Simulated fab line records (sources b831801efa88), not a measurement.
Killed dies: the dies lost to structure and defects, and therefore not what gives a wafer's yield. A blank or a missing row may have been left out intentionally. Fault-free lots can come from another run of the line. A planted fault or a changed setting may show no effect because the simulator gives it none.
Struck lot and sound lot, side by side + flow sky130 + 14 steps out of a route of 708
Sound: wafers L546.1, L546.2, L546.6. Wafers L540.1, L540.3, L540.5 were the ones struck. The cause is given at the end.
Order at every step that has rows: each side's tool, ch and its chambers, its first start. Under that, the readings that differ: sound wafers + struck wafers + difference of the means + sigmas: that difference in standard deviations of wafers without a fault.
alike: readings with means less than 2 such deviations apart, plus words and numbers identical on both sides. not compared: withheld readings, readings lacking a value on some wafer, bounds such as >300 that could conceal the same value, and numbers that have no deviation in the record and whose values overlap.
The two part at a step that has a row with sigmas, a row that says differs or no value, or rows on one side only. Numbers that have no deviation but don't overlap get no sigmas and don't part them. A reading missing from all wafers of one side parts the sides only when that side holds two or more wafers.

SKY_SONOS_TUNNEL_TW_MEAS_12:
  sound on filmMetro-01 at day 16 12:43; struck on filmMetro-01 at day 14 07:35
  alike: SONOS_TUNNEL_TW
then, 2 steps without rows for these wafers: SKY_SONOS_TUNNEL_CLEAN_13 (cleans in dHF, time 20 s); SKY_SONOS_ONO_OXIDATION_00 (stabilise 600 s, purge 300 s, target thk 2.6 nm).
SKY_SONOS_ONO_THK_MEAS_01:
  sound on filmMetro-03 at day 16 16:28; struck on filmMetro-03 at day 14 09:32
  alike: SONOS_ONO_OXIDATION_THK
then, 1 step without rows for these wafers: SKY_SONOS_ONO_CVD_02 (deposits Si3N4 from DCS/NH3, target thk 10.5 nm, time 180 s).
SKY_SONOS_ONO_THK_MEAS_03:
  sound on filmMetro-01 at day 16 17:35; struck on filmMetro-04 at day 14 10:39
  alike: SONOS_ONO_CVD_02_THK
then, 1 step without rows for these wafers: SKY_SONOS_ONO_CVD_04 (deposits SiO2 from SiH4/N2O, target thk 5.7199 nm).
SKY_SONOS_ONO_THK_MEAS_05:
  sound on filmMetro-03 at day 16 18:53; struck on filmMetro-04 at day 14 11:58
| reading                   | sound          | struck         | difference | sigmas |
|---------------------------|----------------|----------------|------------|--------|
| SONOS_ONO_CVD_04_THK (nm) | 5.47 5.52 5.59 | 5.79 5.83 5.68 | +0.24      | +2     |
then, 4 steps without rows for these wafers: SKY_SONOS_ONO_DEHYDRATE_06 (time 60 s); SKY_SONOS_ONO_HMDS_07 (prime time 60 s); SKY_SONOS_ONO_COAT_08 (resist thk 1140 nm); SKY_SONOS_ONO_SOFTBAKE_09 (time 60 s).
SKY_SONOS_ONO_EXPOSE_10: exposes mask ONOM, target cd 410 nm.
  struck on ilineStepper-02, day 15 00:52; sound on ilineStepper-01 ch 0, day 17 08:59
  no value came back on the struck wafers for exposureDoseMJCm2, focusOffsetNm (nm); on the sound wafers exposureDoseMJCm2 reads 149.92 150.15 149.89
  alike: mask
then, 1 step without rows for these wafers: SKY_SONOS_ONO_PEB_11.

WHERE THEY PART
At SKY_SONOS_ONO_THK_MEAS_05 first; at SKY_SONOS_ONO_EXPOSE_10 last (within this record only).

WHY: whatever the simulator had introduced
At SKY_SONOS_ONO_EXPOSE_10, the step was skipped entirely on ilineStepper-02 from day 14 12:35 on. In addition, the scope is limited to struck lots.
